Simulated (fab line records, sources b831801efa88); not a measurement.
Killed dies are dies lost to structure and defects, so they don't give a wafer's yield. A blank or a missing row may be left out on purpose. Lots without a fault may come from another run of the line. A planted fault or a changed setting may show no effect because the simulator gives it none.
Which tool did it? | flow gf180mcu | 13 lots, 39 wafers sampled, at 4 steps of a route of 602

WHAT THE GAUGES READ, wafer by wafer
GF_HV_LDD_CD_MEAS_07: target cd 400 nm.
lot  | measured     | on        | cd_nm (nm)
L991 | day 10 08:05 | cd_sem-01 | 403.2 405.8 403.1
L992 | day 10 21:24 | cd_sem-01 | 397.1 395.5 398.8
L993 | day 11 04:16 | cd_sem-02 | 399.3 396.8 398.8
L994 | day 12 02:26 | cd_sem-02 | 402.7 402.4 401.1
L995 | day 12 02:43 | cd_sem-02 | 395.3 396.9 397.6
L996 | day 12 01:45 | cd_sem-02 | 400.2 400.1 400.4
L997 | day 12 10:27 | cd_sem-02 | 397.7 399.2 397.8
L998 | day 12 23:17 | cd_sem-01 | 397.1 400.0 397.2
L999 | day 12 23:23 | cd_sem-01 | 400.5 400.7 400.6
L104 | day 15 02:10 | cd_sem-02 | 397.2 397.0 397.1
L106 | day 15 14:20 | cd_sem-02 | 403.3 400.2 400.3
L109 | day 16 03:50 | cd_sem-02 | 398.0 399.0 397.6
L112 | day 17 07:34 | cd_sem-01 | 405.0 404.7 403.5

WHICH TOOL RAN EACH LOT (tool, then ch and the chambers of the sampled wafers, then the start)
lot  | GF_MVSD_EXPOSE_04                  | GF_VT_IMPLANT_STRIP_20               | GF_VT_IMPLANT_RTA_45
L991 | iline_stepper-01 ch 0, day 4 14:14 | plasma_asher-01 ch 0,1, day 6 13:24  | rtp_anneal-02 ch 0, day 7 20:28
L992 | iline_stepper-02 ch 0, day 4 21:13 | plasma_asher-01 ch 0,1, day 7 03:01  | rtp_anneal-01 ch 0, day 8 09:52
L993 | iline_stepper-02 ch 0, day 5 05:12 | plasma_asher-03 ch 0,1, day 7 06:56  | rtp_anneal-01 ch 0, day 8 15:44
L994 | iline_stepper-01 ch 0, day 5 18:07 | plasma_asher-04 ch 0,1, day 7 21:25  | rtp_anneal-02 ch 0, day 9 07:50
L995 | iline_stepper-01 ch 0, day 5 18:27 | plasma_asher-04 ch 0,1, day 7 21:56  | rtp_anneal-01 ch 0, day 9 08:20
L996 | iline_stepper-01 ch 0, day 5 19:00 | plasma_asher-01 ch 0,1, day 7 22:30  | rtp_anneal-02 ch 0, day 9 08:22
L997 | iline_stepper-01 ch 0, day 6 05:47 | plasma_asher-04 ch 0,1, day 8 12:18  | rtp_anneal-02 ch 0, day 9 23:05
L998 | iline_stepper-02 ch 0, day 6 08:34 | plasma_asher-03 ch 0,1, day 8 16:50  | rtp_anneal-01 ch 0, day 10 04:41
L999 | iline_stepper-02 ch 0, day 6 10:21 | plasma_asher-03 ch 0,1, day 8 17:44  | rtp_anneal-02 ch 0, day 10 05:24
L104 | iline_stepper-01 ch 0, day 8 02:47 | plasma_asher-01 ch 0,1, day 10 14:51 | rtp_anneal-02 ch 0, day 12 05:34
L106 | iline_stepper-01 ch 0, day 8 13:24 | plasma_asher-03 ch 0,1, day 11 04:07 | rtp_anneal-02 ch 0, day 12 18:33
L109 | iline_stepper-01 ch 0, day 8 20:54 | plasma_asher-01 ch 0,1, day 11 11:44 | rtp_anneal-02 ch 0, day 13 02:44
L112 | iline_stepper-02 ch 0, day 9 17:14 | plasma_asher-03 ch 0,1, day 12 09:52 | rtp_anneal-01 ch 0, day 14 02:37
- GF_MVSD_EXPOSE_04: exposes mask MVSD, target cd 1000 nm.
- GF_VT_IMPLANT_STRIP_20: strips in O2/N2.
- GF_VT_IMPLANT_RTA_45: time 30 s.

WHAT THE TOOLS THEMSELVES READ (means of the sampled wafers that have a number; where no wafer has one, the mark that the record gives instead)
GF_VT_IMPLANT_STRIP_20.
lot  | tool            | drypump_motor_current_A (A) | heater_power_w (W) | oes_product_au (a.u.) | platen_temp_c (C) | strip_time_to_endpoint_s (s)
L991 | plasma_asher-01 | 5.69                        | 321                | 0.715                 | 250.03            | 12.64
L992 | plasma_asher-01 | 5.47                        | 320                | 0.720                 | 249.92            | 12.62
L993 | plasma_asher-03 | 5.64                        | 341                | 0.718                 | 249.96            | 12.58
L994 | plasma_asher-04 | 5.40                        | 330                | 0.714                 | 250.05            | 12.61
L995 | plasma_asher-04 | 5.44                        | 327                | 0.718                 | 250.19            | 12.62
L996 | plasma_asher-01 | 5.48                        | 320                | 0.716                 | 249.98            | 12.63
L997 | plasma_asher-04 | 5.43                        | 329                | 0.715                 | 249.97            | 12.68
L998 | plasma_asher-03 | 5.64                        | 341                | 0.720                 | 250.03            | 12.61
L999 | plasma_asher-03 | 5.77                        | 359                | 0.716                 | 249.99            | 12.66
L104 | plasma_asher-01 | 5.48                        | 318                | 0.716                 | 249.93            | 12.57
L106 | plasma_asher-03 | 5.63                        | 345                | 0.720                 | 249.78            | 12.60
L109 | plasma_asher-01 | 5.70                        | 323                | 0.715                 | 250.10            | 12.58
L112 | plasma_asher-03 | 5.64                        | 340                | 0.718                 | 249.85            | 12.64

GF_VT_IMPLANT_RTA_45.
lot  | tool          | lamp_power_pct (%) | wafer_temp_C_max
L991 | rtp_anneal-02 | 36.8               | 1055.2
L992 | rtp_anneal-01 | 37.9               | 1053.7
L993 | rtp_anneal-01 | 37.9               | 1054.3
L994 | rtp_anneal-02 | 36.8               | 1056.0
L995 | rtp_anneal-01 | 37.9               | 1053.7
L996 | rtp_anneal-02 | 36.8               | 1055.3
L997 | rtp_anneal-02 | 36.8               | 1054.7
L998 | rtp_anneal-01 | 37.9               | 1054.1
L999 | rtp_anneal-02 | 36.8               | 1055.2
L104 | rtp_anneal-02 | 36.8               | 1055.3
L106 | rtp_anneal-02 | 36.8               | 1056.1
L109 | rtp_anneal-02 | 36.8               | 1055.3
L112 | rtp_anneal-01 | 37.9               | 1053.9

THE ANSWER, worked out from the rows above alone
Rule: what is usual is taken from the lots themselves. Put in order of their means at a reading, lots are off if they are a third of the lots or fewer, leave a main group of 4 or more, and stand apart from it by a gap of 3 or more times the standard deviation of the main group's means; of several such gaps the widest counts. A main group whose means are all the same, to the digits that the tables above print for the reading, isn't used. A lot without any number at a reading at which 4 lots or more have one is off too. The other lots that the step has rows for count as sound. The gauges are gone through in route order, then the tools' own readings, and for those a lot's mean is taken as printed above. The first step at which some lot is off is used, and at that step the reading that is off furthest; a lot without a number counts as furthest.
No lot is off at any reading shown: from this, nothing can be told.

WHAT THE SIMULATOR HAD PUT IN
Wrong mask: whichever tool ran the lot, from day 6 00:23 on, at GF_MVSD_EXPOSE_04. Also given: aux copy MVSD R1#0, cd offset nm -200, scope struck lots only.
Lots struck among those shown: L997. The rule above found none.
